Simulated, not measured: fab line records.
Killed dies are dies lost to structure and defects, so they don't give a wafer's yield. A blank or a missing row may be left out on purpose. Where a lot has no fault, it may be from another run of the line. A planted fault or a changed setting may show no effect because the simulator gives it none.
Which of the tools did it? + flow gf180mcu + 6 lots with 18 wafers sampled at 3 steps, on a route of 602 steps

== WHAT EACH GAUGE READ, for each wafer ==
GF_CONTACT_THK_MEAS_03.
| lot  | measured     | on            | CONTACT_CVD_02_THK (nm) |
|------|--------------|---------------|-------------------------|
| L287 | day 15 16:56 | film-metro-03 | 854 865 870             |
| L289 | day 16 05:05 | film-metro-03 | 847 857 865             |
| L296 | day 19 08:38 | film-metro-04 | 891 907 914             |
| L304 | day 22 04:22 | film-metro-01 | 857 879 881             |
| L307 | day 23 00:53 | film-metro-04 | 848 883 873             |
| L308 | day 23 22:34 | film-metro-03 | 855 883 866             |

== EACH LOT AND THE TOOL THAT RAN IT (in order: tool; ch and the chambers of the sampled wafers; start) ==
| lot  | GF_SAB_STRIP_13                      | GF_CONTACT_CVD_02               |
|------|--------------------------------------|---------------------------------|
| L287 | plasma-asher-04 ch 0, day 15 16:03   | pecvd-01 ch 0,2, day 15 16:52   |
| L289 | plasma-asher-04 ch 0,1, day 16 04:11 | pecvd-01 ch 0,1, day 16 05:00   |
| L296 | plasma-asher-02 ch 0,1, day 19 07:44 | pecvd-01 ch 0,1, day 19 08:33   |
| L304 | plasma-asher-01 ch 0,1, day 22 03:28 | pecvd-03 ch 1,2, day 22 04:17   |
| L307 | plasma-asher-02 ch 0,1, day 22 23:59 | pecvd-03 ch 0,1,2, day 23 00:48 |
| L308 | plasma-asher-02 ch 0,1, day 23 21:40 | pecvd-03 ch 0,1,2, day 23 22:29 |
- GF_SAB_STRIP_13: strips in O2/N2.
- GF_CONTACT_CVD_02: deposits SiO2 from TEOS, target thk 860 nm, time 95.992 s.

== THE ANSWER, worked out from the rows above alone ==
Rule: usual is defined by the lots themselves. Put in order of their means at a reading, lots are off if they are a third of the lots or fewer, leave a main group of 4 or more, and stand apart from it by a gap of 3 or more times the standard deviation of the main group's means; of several such gaps the widest counts. A main group is skipped when, at the precision printed for the reading in the tables above, its means are all equal. A lot without any number at a reading at which 4 lots or more have one is off too. Where the step has rows for the other lots, those lots are counted as sound.
Off: at GF_CONTACT_THK_MEAS_03 (CONTACT_CVD_02_THK), L296. The main group has a mean of 866 nm with a standard deviation of 5.5.
If a tool, at a process step before that reading, ran all the lots that are off and no sound lot after the first of them, it fits. Gauges at GF_CONTACT_THK_MEAS_03: tried the same way as those tools. One candidate fits, namely pecvd-01 at GF_CONTACT_CVD_02. Its last sound lot is L289 (day 16 05:00), its first lot that is off L296 (day 19 08:33): a fault that began between those two fits.

== WHAT WAS PUT IN BY THE SIMULATOR ==
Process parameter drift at GF_CONTACT_CVD_02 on pecvd-01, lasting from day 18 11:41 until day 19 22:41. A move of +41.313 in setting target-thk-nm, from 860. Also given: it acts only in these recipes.
Struck lots among those shown: L296. Same finding as the rule above.
